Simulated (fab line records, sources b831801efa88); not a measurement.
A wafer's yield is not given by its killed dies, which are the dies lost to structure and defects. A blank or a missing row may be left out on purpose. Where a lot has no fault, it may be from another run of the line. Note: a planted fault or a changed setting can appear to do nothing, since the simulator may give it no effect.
fab line records	flow sky130
record: lots: 5	wafers: 23
route steps=708 shown METAL1@434 VIA1@458 METAL2@484 VIA2@507
startH: hours from the record's opening day to when the first of the lot's shown wafers began	waitH: hours elapsed since this lot's preceding step	" the same as in the row above	L1.1+2: several wafers, shown together as one row	- no value present, or no start provided	* or withheld: withheld	< > ~ a bound
route shown NAME@n: NAME is a module with steps in the file, n the number in the route of the first one	usual: mean and standard deviation over wafers with no fault	same: alike in all rows	chamber/n: place in a boat	sites: readings site by site	_std_site: the values' standard deviation	_edge_site: the outer-site mean with the inner-site mean subtracted	radiusMm: for every site, how far away it sits from the centre of the wafer	mask NAME#n: copy n	behind: the last tool/chamber to shape the wafer	hold: what put the lot on hold/how long, in hours/how the hold closed	device: the n, p or np transistor that did not switch	end of line: the route-end tests of the same wafers	a step without rows: its recipe alone	killed: dies lost to structure and defects at the first sort, not the wafer's yield	map: a wafer's dies, x killed, . not, _ none there
set.NAME: the setting as run; set.NAME@STEP: as run at that earlier step	model.NAME: the simulator's own value behind a step, which no gauge read
lots whose settings were changed on purpose; a table a step, a row a wafer
== steps ==
step: SKY_METAL1_SPUTTER_00
recipe: material: Ti	targetThkNm: 15	powerW: 3000	timeS: 10	chamberPressurePa: 0.4
lot.wafer	tool	chamber	startH	waitH	set.powerW	model.Ti_of_METAL1_SPUTTER_00.thkNm
L074.1	pvdSputter-02	-	765.53	0.2	2811	14.16
L074.2	"	-	"	"	2811	14.02
L074.4	"	-	"	"	2811	14.13
L074.5	"	-	"	"	3000	15.06
L074.6	"	-	"	"	3000	14.97
L078.1	pvdSputter-02	-	789.81	0.2	3000	15.05
L078.2	"	-	"	"	2755	13.58
L078.3	"	-	"	"	2755	13.65
L078.5	"	-	"	"	3000	14.9
L078.6	"	-	"	"	2755	13.73
L080.1	pvdSputter-02	-	806.36	0.2	3000	15.24
L080.3	"	-	"	"	3000	15.3
L080.6	"	-	"	"	3000	15.33
L082.1	pvdSputter-02	-	808.22	0.1	3331	16.38
L082.3	"	-	"	"	3331	16.47
L082.4	"	-	"	"	3331	16.49
L082.5	"	-	"	"	3000	14.83
L082.6	"	-	"	"	3000	14.84
L085.1	pvdSputter-02	-	826.08	0.2	3000	14.73
L085.2	"	-	"	"	2903	14.22
L085.4	"	-	"	"	3000	14.86
L085.5	"	-	"	"	3000	14.83
L085.6	"	-	"	"	2903	14.45
step: SKY_VIA1_HDPCVD_00
recipe: material: SiO2	targetThkNm: 1030	sigmaOpenFrac: 0.3	timeS: 171.7	tempC: 400	sih4FlowSccm: 60	pressureMtorr: 6
lot.wafer	tool	chamber	startH	waitH	set.sih4FlowSccm	model.SiO2_of_VIA1_HDPCVD_00.thkNm
L074.1	hdpcvd-02	2	793.30	0.0	63.37	1094
L074.2+4+6	"	1,0,2	"	"	60	-
L074.5	"	1	"	"	63.37	1100
L078.1+2+3+5+6	hdpcvd-02	0,2,1,0,1	816.73	0.0	60	-
L080.1	hdpcvd-02	2	833.52	0.0	60	1032
L080.3	"	1	"	"	60	1039
L080.6	"	2	"	"	60	1027
L082.1+5	hdpcvd-02	0,1	835.47	0.0	60	-
L082.3	"	2	"	"	64.57	1105
L082.4	"	0	"	"	64.57	1109
L082.6	"	2	"	"	60	1022
L085.1+2	hdpcvd-02	1,2	852.55	0.0	60	1013
L085.4	"	0	"	"	66.96	1139
L085.5	"	2	"	"	66.96	1137
L085.6	"	1	"	"	60	1021
step: SKY_VIA1_THK_MEAS_01
recipe: reads: SiO2_of_VIA1_HDPCVD_00
usual: VIA1_HDPCVD_THK: 1035/12
lot.wafer	tool	chamber	startH	waitH	set.sih4FlowSccm@VIA1_HDPCVD_00	VIA1_HDPCVD_THK[nm]
L074.1	filmMetro-02	-	793.41	0.1	63.37	1095
L074.2	"	-	"	"	60	1045
L074.4	"	-	"	"	60	1015
L074.5	"	-	"	"	63.37	1100
L074.6	"	-	"	"	60	1038
L078.1	filmMetro-04	-	816.84	0.1	60	1028
L078.2	"	-	"	"	60	1047
L078.3	"	-	"	"	60	1035
L078.5	"	-	"	"	60	1026
L078.6	"	-	"	"	60	1031
L080.1	filmMetro-02	-	833.63	0.1	60	1032
L080.3	"	-	"	"	60	1038
L080.6	"	-	"	"	60	1028
L082.1	filmMetro-03	-	835.58	0.1	60	1030
L082.3	"	-	"	"	64.57	1105
L082.4	"	-	"	"	64.57	1109
L082.5	"	-	"	"	60	1027
L082.6	"	-	"	"	60	1022
L085.1	filmMetro-02	-	852.66	0.1	60	1013
L085.2	"	-	"	"	60	1014
L085.4	"	-	"	"	66.96	1139
L085.5	"	-	"	"	66.96	1138
L085.6	"	-	"	"	60	1021
step: SKY_VIA1_COAT_07
recipe: resist: KrF-thick	spinRpm: 3000	resistThkNm: 450
lot.wafer	tool	chamber	startH	waitH	set.resistThkNm	model.KrF-thick_of_VIA1_COAT_07.thkNm
L074.1	lithoTrack-03	0	-	-	450	451.7
L074.2	"	0	"	"	450	451.5
L074.4	"	0	"	"	450	453.4
L074.5	"	0	"	"	450	453
L074.6	"	0	"	"	450	452.3
L078.1	lithoTrack-02	0	-	-	457.9	461.5
L078.2	"	0	"	"	457.9	460.2
L078.3	"	0	"	"	457.9	460.6
L078.5	"	0	"	"	450	452.5
L078.6	"	0	"	"	450	452.7
L080.1	lithoTrack-03	0	-	-	450	449.6
L080.3	"	0	"	"	450	451
L080.6	"	0	"	"	450	450
L082.1	lithoTrack-02	0	-	-	426.1	426.3
L082.3	"	0	"	"	450	452.2
L082.4	"	0	"	"	426.1	428.5
L082.5	"	0	"	"	450	451.2
L082.6	"	0	"	"	450	450.9
L085.1	lithoTrack-03	0	-	-	450	452.8
L085.2	"	0	"	"	450	452
L085.4	"	0	"	"	450	451.2
L085.5	"	0	"	"	450	450.2
L085.6	"	0	"	"	450	452.5
step: SKY_VIA1_DEVELOP_11
recipe: developTimeS: 60	resist: KrF-thick	devTempC: 21
lot.wafer	tool	chamber	startH	waitH	set.developTimeS
L074.1+2	lithoTrack-03	0	-	-	54.87
L074.4+5+6	"	0	"	"	60
L078.1+2+3+5+6	lithoTrack-02	0	-	-	60
L080.1+3+6	lithoTrack-03	0	-	-	60
L082.1+3+4+5+6	lithoTrack-03	0	-	-	60
L085.1+4+6	lithoTrack-04	0	-	-	60
L085.2+5	"	0	"	"	56.02
step: SKY_VIA1_ETCH_14
recipe: chemistry: N2/H2	target: BARC	ionEnergyEv: 200	sourceW: 500	biasW: 100	pressureMtorr: 30	n2FlowSccm: 100	h2FlowSccm: 200	stopOn: SiO2	timeS: 45.9	targetDepthA: 600
lot.wafer	tool	chamber	startH	waitH	set.resistThkNm@VIA1_COAT_07	model.KrF-thick_of_VIA1_COAT_07.thkNm
L074.1	rieDiel-01	2	820.83	0.0	450	395
L074.2	"	0	"	"	450	394.8
L074.4	"	1	"	"	450	396.8
L074.5	"	0	"	"	450	396
L074.6	"	3	"	"	450	395.5
L078.1	rieDiel-02	0	843.34	0.0	457.9	404.2
L078.2	"	2	"	"	457.9	402.6
L078.3	"	1	"	"	457.9	403.3
L078.5	"	2	"	"	450	395.4
L078.6	"	1	"	"	450	395
L080.1	rieDiel-04	3	859.53	0.0	450	391.6
L080.3	"	2	"	"	450	392.4
L080.6	"	2	"	"	450	391.7
L082.1	rieDiel-01	3	861.43	0.0	426.1	369.2
L082.3	"	2	"	"	450	395.6
L082.4	"	3	"	"	426.1	371.3
L082.5	"	0	"	"	450	393.8
L082.6	"	2	"	"	450	394.2
L085.1	rieDiel-01	0	878.21	0.0	450	396.1
L085.2	"	3	"	"	450	395.6
L085.4	"	1	"	"	450	394.5
L085.5	"	1	"	"	450	393.8
L085.6	"	0	"	"	450	396
step: SKY_VIA1_ETCH_15
recipe: target: SiO2	chemistry: C4F8/O2/Ar	targetDepthNm: 351	stopOn: TiN	maskMaterial: KrF-thick	sourceW: 1500	biasW: 1200	pressureMtorr: 40	c4f8FlowSccm: withheld	O2_flow_sccm: 6	Ar_flow_sccm: 300	timeS: 54
lot.wafer	tool	chamber	startH	waitH	set.resistThkNm@VIA1_COAT_07	model.KrF-thick_of_VIA1_COAT_07.thkNm
L074.1	rieDiel-01	2	820.87	0.0	450	325.5
L074.2	"	0	"	"	450	324.6
L074.4	"	1	"	"	450	327.6
L074.5	"	0	"	"	450	325.9
L074.6	"	3	"	"	450	325.4
L078.1	rieDiel-02	0	843.38	0.0	457.9	334.8
L078.2	"	2	"	"	457.9	333.3
L078.3	"	1	"	"	457.9	333.8
L078.5	"	2	"	"	450	326.2
L078.6	"	1	"	"	450	325
L080.1	rieDiel-04	3	859.57	0.0	450	320.2
L080.3	"	2	"	"	450	321.6
L080.6	"	2	"	"	450	320.4
L082.1	rieDiel-01	3	861.47	0.0	426.1	299.7
L082.3	"	2	"	"	450	326.6
L082.4	"	3	"	"	426.1	301.9
L082.5	"	0	"	"	450	324.5
L082.6	"	2	"	"	450	325.4
L085.1	rieDiel-01	0	878.25	0.0	450	326.7
L085.2	"	3	"	"	450	326.3
L085.4	"	1	"	"	450	325.2
L085.5	"	1	"	"	450	325.3
L085.6	"	0	"	"	450	326.4
step: SKY_VIA1_STRIP_16
recipe: chemistry: O2/N2	powerW: 1400	pressureMtorr: 1500	platenTempC: withheld	o2FlowSccm: 3000	n2FlowSccm: 300	overashFraction: 0.5
usual: stripTimeToEndpointS: 4.470/0.023
lot.wafer	tool	chamber	startH	waitH	set.resistThkNm@VIA1_COAT_07	stripTimeToEndpointS
L074.1	plasmaAsher-01	0	820.92	0.0	450	4.489
L074.2	"	1	"	"	450	4.481
L074.4	"	1	"	"	450	4.533
L074.5	"	0	"	"	450	4.489
L074.6	"	1	"	"	450	4.493
L078.1	plasmaAsher-01	1	843.43	0.0	457.9	4.586
L078.2	"	0	"	"	457.9	4.573
L078.3	"	1	"	"	457.9	4.575
L078.5	"	1	"	"	450	4.505
L078.6	"	0	"	"	450	4.468
L080.1	plasmaAsher-01	1	859.62	0.0	450	4.431
L080.3	"	1	"	"	450	4.448
L080.6	"	0	"	"	450	4.444
L082.1	plasmaAsher-04	1	861.52	0.0	426.1	4.216
L082.3	"	1	"	"	450	4.509
L082.4	"	0	"	"	426.1	4.259
L082.5	"	0	"	"	450	4.475
L082.6	"	1	"	"	450	4.504
L085.1	plasmaAsher-03	0	878.30	0.0	450	4.517
L085.2	"	1	"	"	450	4.495
L085.4	"	0	"	"	450	4.488
L085.5	"	0	"	"	450	4.466
L085.6	"	1	"	"	450	4.482
step: SKY_METAL2_SPUTTER_01
recipe: material: TiN	targetThkNm: 20	powerW: 6500	timeS: 16.7	chamberPressurePa: 0.4
lot.wafer	tool	chamber	startH	waitH	set.powerW	model.TiN_of_METAL2_SPUTTER_01.thkNm
L074.1	pvdSputter-01	-	822.17	0.0	6500	20.03
L074.2	"	-	"	"	7234	22.11
L074.4	"	-	"	"	7234	22.12
L074.5	"	-	"	"	6500	19.71
L074.6	"	-	"	"	6500	19.33
L078.1	pvdSputter-01	-	844.67	0.0	7181	21.78
L078.2	"	-	"	"	7181	22
L078.3+6	"	-	"	"	6500	19.86
L078.5	"	-	"	"	7181	22.19
L080.1	pvdSputter-02	-	860.87	0.0	6500	20.44
L080.3	"	-	"	"	6500	20.22
L080.6	"	-	"	"	6500	20.2
L082.1	pvdSputter-03	-	862.77	0.0	6500	20.15
L082.3	"	-	"	"	6500	20.06
L082.4	"	-	"	"	6500	20
L082.5	"	-	"	"	6500	20.18
L082.6	"	-	"	"	6500	19.94
L085.1	pvdSputter-02	-	879.91	0.0	6500	20.1
L085.2	"	-	"	"	6500	20.08
L085.4	"	-	"	"	6500	20.29
L085.5	"	-	"	"	6500	20.18
L085.6	"	-	"	"	6500	20.2
step: SKY_METAL2_SPUTTER_02
recipe: material: AlCu	targetThkNm: 250	powerW: 10600	timeS: 13.3	chamberPressurePa: 0.4
lot.wafer	tool	chamber	startH	waitH	set.powerW	model.AlCu_of_METAL2_SPUTTER_02.thkNm
L074.1	pvdSputter-01	-	822.19	0.0	10600	252
L074.2	"	-	"	"	9784	234.6
L074.4	"	-	"	"	10600	254.5
L074.5	"	-	"	"	10600	251.7
L074.6	"	-	"	"	9784	235.7
L078.1	pvdSputter-01	-	844.70	0.0	10600	247.8
L078.2	"	-	"	"	10600	250.9
L078.3	"	-	"	"	10040	238.7
L078.5	"	-	"	"	10040	235.8
L078.6	"	-	"	"	10040	234.6
L080.1	pvdSputter-02	-	860.89	0.0	10600	252.8
L080.3	"	-	"	"	10600	251.4
L080.6	"	-	"	"	10600	251.1
L082.1	pvdSputter-03	-	862.79	0.0	9361	219.9
L082.3+6	"	-	"	"	10600	249.4
L082.4	"	-	"	"	10600	251
L082.5	"	-	"	"	9361	219.1
L085.1	pvdSputter-02	-	879.93	0.0	10250	242.9
L085.2	"	-	"	"	10250	241.9
L085.4	"	-	"	"	10600	252.4
L085.5	"	-	"	"	10600	250.4
L085.6	"	-	"	"	10600	251
step: SKY_METAL2_SPUTTER_03
recipe: material: Ti	targetThkNm: 5	powerW: 2899	timeS: 3.3	chamberPressurePa: 0.4
step: SKY_METAL2_SPUTTER_04
recipe: material: TiN	targetThkNm: 70	powerW: 6500	timeS: 58.3	chamberPressurePa: 0.4
step: SKY_METAL2_RS_MEAS_05
recipe: thkMeasGauge: four-point-probe	reads: TiN_of_METAL2_SPUTTER_04+Ti_of_METAL2_SPUTTER_03+AlCu_of_METAL2_SPUTTER_02+TiN_of_METAL2_SPUTTER_01+Ti_of_METAL2_SPUTTER_00
usual: METAL2_ALCU_RS: 0.1265/0.0015
lot.wafer	tool	chamber	startH	waitH	set.powerW@METAL2_SPUTTER_02	METAL2_ALCU_RS[ohm/sq]
L074.1	filmMetro-03	-	822.28	0.0	10600	0.1259
L074.2	"	-	"	"	9784	0.1355
L074.4	"	-	"	"	10600	0.1245
L074.5	"	-	"	"	10600	0.1259
L074.6	"	-	"	"	9784	0.1346
L078.1	filmMetro-01	-	844.79	0.0	10600	0.1281
L078.2	"	-	"	"	10600	0.1263
L078.3	"	-	"	"	10040	0.1329
L078.5	"	-	"	"	10040	0.1347
L078.6	"	-	"	"	10040	0.1355
L080.1	filmMetro-01	-	860.99	0.0	10600	0.1253
L080.3	"	-	"	"	10600	0.1261
L080.6	"	-	"	"	10600	0.1264
L082.1	filmMetro-01	-	862.89	0.0	9361	0.1452
L082.3	"	-	"	"	10600	0.1269
L082.4	"	-	"	"	10600	0.1265
L082.5	"	-	"	"	9361	0.1455
L082.6	"	-	"	"	10600	0.1273
L085.1	filmMetro-03	-	880.02	0.0	10250	0.1306
L085.2	"	-	"	"	10250	0.1311
L085.4	"	-	"	"	10600	0.1253
L085.5	"	-	"	"	10600	0.1266
L085.6	"	-	"	"	10600	0.1263
step: SKY_METAL2_THK_MEAS_06
recipe: thkMeasGauge: xrf	reads: AlCu_of_METAL2_SPUTTER_02
usual: METAL2_ALCU_THK: 253/3.4
lot.wafer	tool	chamber	startH	waitH	set.powerW@METAL2_SPUTTER_02	METAL2_ALCU_THK[nm]
L074.1	filmMetro-03	-	822.40	0.1	10600	255
L074.2	"	-	"	"	9784	238
L074.4	"	-	"	"	10600	260
L074.5	"	-	"	"	10600	255
L074.6	"	-	"	"	9784	239
L078.1	filmMetro-01	-	844.91	0.1	10600	252
L078.2	"	-	"	"	10600	255
L078.3	"	-	"	"	10040	240
L078.5	"	-	"	"	10040	240
L078.6	"	-	"	"	10040	237
L080.1	filmMetro-01	-	861.11	0.1	10600	257
L080.3	"	-	"	"	10600	256
L080.6	"	-	"	"	10600	254
L082.1	filmMetro-01	-	863.01	0.1	9361	223
L082.3	"	-	"	"	10600	253
L082.4	"	-	"	"	10600	256
L082.5	"	-	"	"	9361	222
L082.6	"	-	"	"	10600	254
L085.1	filmMetro-03	-	880.14	0.1	10250	246
L085.2	"	-	"	"	10250	247
L085.4	"	-	"	"	10600	255
L085.5	"	-	"	"	10600	252
L085.6	"	-	"	"	10600	253
step: SKY_VIA2_HDPCVD_00
recipe: material: SiO2	targetThkNm: 1180	sigmaOpenFrac: 0.3	timeS: 196.7	tempC: 400	sih4FlowSccm: 60	pressureMtorr: 6
lot.wafer	tool	chamber	startH	waitH	set.timeS	model.SiO2_of_VIA2_HDPCVD_00.thkNm
L074.1	hdpcvd-02	1	849.08	0.0	196.7	1179
L074.2	"	2	"	"	196.7	1209
L074.4	"	2	"	"	196.7	1207
L074.5	"	1	"	"	216	1296
L074.6	"	0	"	"	216	1308
L078.1	hdpcvd-02	0	871.07	0.0	196.7	1182
L078.2	"	1	"	"	185.8	1105
L078.3	"	2	"	"	196.7	1196
L078.5	"	2	"	"	196.7	1222
L078.6	"	0	"	"	185.8	1128
L080.1	hdpcvd-01	0	887.27	0.0	196.7	1174
L080.3	"	2	"	"	196.7	1190
L080.6	"	2	"	"	196.7	1192
L082.1	hdpcvd-01	2	889.72	0.0	207.4	1248
L082.3	"	1	"	"	196.7	1174
L082.4	"	2	"	"	207.4	1251
L082.5	"	1	"	"	196.7	1186
L082.6	"	0	"	"	207.4	1244
L085.1	hdpcvd-02	1	906.08	0.0	196.7	1175
L085.2	"	2	"	"	196.7	1207
L085.4	"	2	"	"	196.7	1206
L085.5	"	1	"	"	196.7	1181
L085.6	"	0	"	"	196.7	1203
step: SKY_VIA2_THK_MEAS_01
recipe: reads: SiO2_of_VIA2_HDPCVD_00
usual: VIA2_HDPCVD_THK: 1187/11
lot.wafer	tool	chamber	startH	waitH	set.timeS@VIA2_HDPCVD_00	VIA2_HDPCVD_THK[nm]
L074.1	filmMetro-01	-	849.20	0.1	196.7	1178
L074.2	"	-	"	"	196.7	1209
L074.4	"	-	"	"	196.7	1208
L074.5	"	-	"	"	216	1296
L074.6	"	-	"	"	216	1308
L078.1	filmMetro-01	-	871.20	0.1	196.7	1181
L078.2	"	-	"	"	185.8	1104
L078.3	"	-	"	"	196.7	1197
L078.5	"	-	"	"	196.7	1222
L078.6	"	-	"	"	185.8	1128
L080.1	filmMetro-01	-	887.40	0.1	196.7	1175
L080.3	"	-	"	"	196.7	1189
L080.6	"	-	"	"	196.7	1191
L082.1	filmMetro-01	-	889.85	0.1	207.4	1248
L082.3	"	-	"	"	196.7	1174
L082.4	"	-	"	"	207.4	1251
L082.5	"	-	"	"	196.7	1186
L082.6	"	-	"	"	207.4	1244
L085.1	filmMetro-01	-	906.20	0.1	196.7	1175
L085.2	"	-	"	"	196.7	1207
L085.4	"	-	"	"	196.7	1206
L085.5	"	-	"	"	196.7	1181
L085.6	"	-	"	"	196.7	1203
step: SKY_VIA2_CMP_24
recipe: stopOn: SiO2	tOverpolishS: 20	downForcePsi: 3.5	platenRpm: 60	targetThkNm: 0	padVelocityMS: 0.94248
usual: overpolishRunS: 20.001/0.0087
lot.wafer	tool	chamber	startH	waitH	set.tOverpolishS	overpolishRunS
L074.2	cmp-01	0	875.74	0.0	22.84	22.844
L074.1	"	2	"	"	20	19.998
L074.4	"	3	"	"	20	20.000
L074.6	"	0	"	"	20	19.997
L074.5	"	1	"	"	22.84	22.852
L078.2	cmp-01	3	897.84	0.1	20	19.990
L078.3	"	0	"	"	14.29	14.276
L078.1	"	1	"	"	20	19.995
L078.6	"	2	"	"	20	19.996
L078.5	"	3	"	"	14.29	14.300
L080.3	cmp-01	3	913.99	0.0	20	20.008
L080.1	"	1	"	"	20	20.001
L080.6	"	0	"	"	20	20.001
L082.3	cmp-02	3	916.48	0.1	20	20.017
L082.1	"	0	"	"	14.07	14.077
L082.4	"	1	"	"	20	19.996
L082.5	"	3	"	"	14.07	14.063
L082.6	"	0	"	"	20	20.000
L085.2	cmp-01	1	932.26	0.1	20	19.992
L085.1	"	2	"	"	20	20.003
L085.4	"	3	"	"	20	20.003
L085.5	"	0	"	"	20	20.007
L085.6	"	1	"	"	20	19.990
== key ==
split: step: SKY_METAL1_SPUTTER_00	setting: powerW	stated: 3000	by: wafer
response: step: SKY_METAL1_SPUTTER_00	reading: model.Ti_of_METAL1_SPUTTER_00.thkNm	change: +0.151	per: 1%	r: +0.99
split: step: SKY_VIA1_HDPCVD_00	setting: sih4FlowSccm	stated: 60	by: wafer
response: step: SKY_VIA1_HDPCVD_00	reading: model.SiO2_of_VIA1_HDPCVD_00.thkNm	change: +10.7	per: 1%	r: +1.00
response: step: SKY_VIA1_THK_MEAS_01	reading: VIA1_HDPCVD_THK	change: +10.7	per: 1%	r: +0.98
split: step: SKY_VIA1_COAT_07	setting: resistThkNm	stated: 450	by: wafer
response: step: SKY_VIA1_COAT_07	reading: model.KrF-thick_of_VIA1_COAT_07.thkNm	change: +4.53	per: 1%	r: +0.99
response: step: SKY_VIA1_ETCH_14	reading: model.KrF-thick_of_VIA1_COAT_07.thkNm	change: +4.58	per: 1%	r: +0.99
response: step: SKY_VIA1_ETCH_15	reading: model.KrF-thick_of_VIA1_COAT_07.thkNm	change: +4.66	per: 1%	r: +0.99
response: step: SKY_VIA1_STRIP_16	reading: stripTimeToEndpointS	change: *	per: 1%	r: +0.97
split: step: SKY_VIA1_DEVELOP_11	setting: developTimeS	stated: 60	by: wafer
response none clear
split: step: SKY_METAL2_SPUTTER_01	setting: powerW	stated: 6500	by: wafer
response: step: SKY_METAL2_SPUTTER_01	reading: model.TiN_of_METAL2_SPUTTER_01.thkNm	change: +0.209	per: 1%	r: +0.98
split: step: SKY_METAL2_SPUTTER_02	setting: powerW	stated: 10600	by: wafer
response: step: SKY_METAL2_SPUTTER_02	reading: model.AlCu_of_METAL2_SPUTTER_02.thkNm	change: +2.51	per: 1%	r: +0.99
response: step: SKY_METAL2_RS_MEAS_05	reading: METAL2_ALCU_RS	change: -0.00146	per: 1%	r: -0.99
response: step: SKY_METAL2_THK_MEAS_06	reading: METAL2_ALCU_THK	change: +2.58	per: 1%	r: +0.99
split: step: SKY_VIA2_HDPCVD_00	setting: timeS	stated: 196.7	by: wafer
response: step: SKY_VIA2_HDPCVD_00	reading: model.SiO2_of_VIA2_HDPCVD_00.thkNm	change: +11.8	per: 1%	r: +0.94
response: step: SKY_VIA2_THK_MEAS_01	reading: VIA2_HDPCVD_THK	change: +11.8	per: 1%	r: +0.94
split: step: SKY_VIA2_CMP_24	setting: tOverpolishS	stated: 20	by: wafer
response: step: SKY_VIA2_CMP_24	reading: overpolishRunS	change: +0.2	per: 1%	r: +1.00
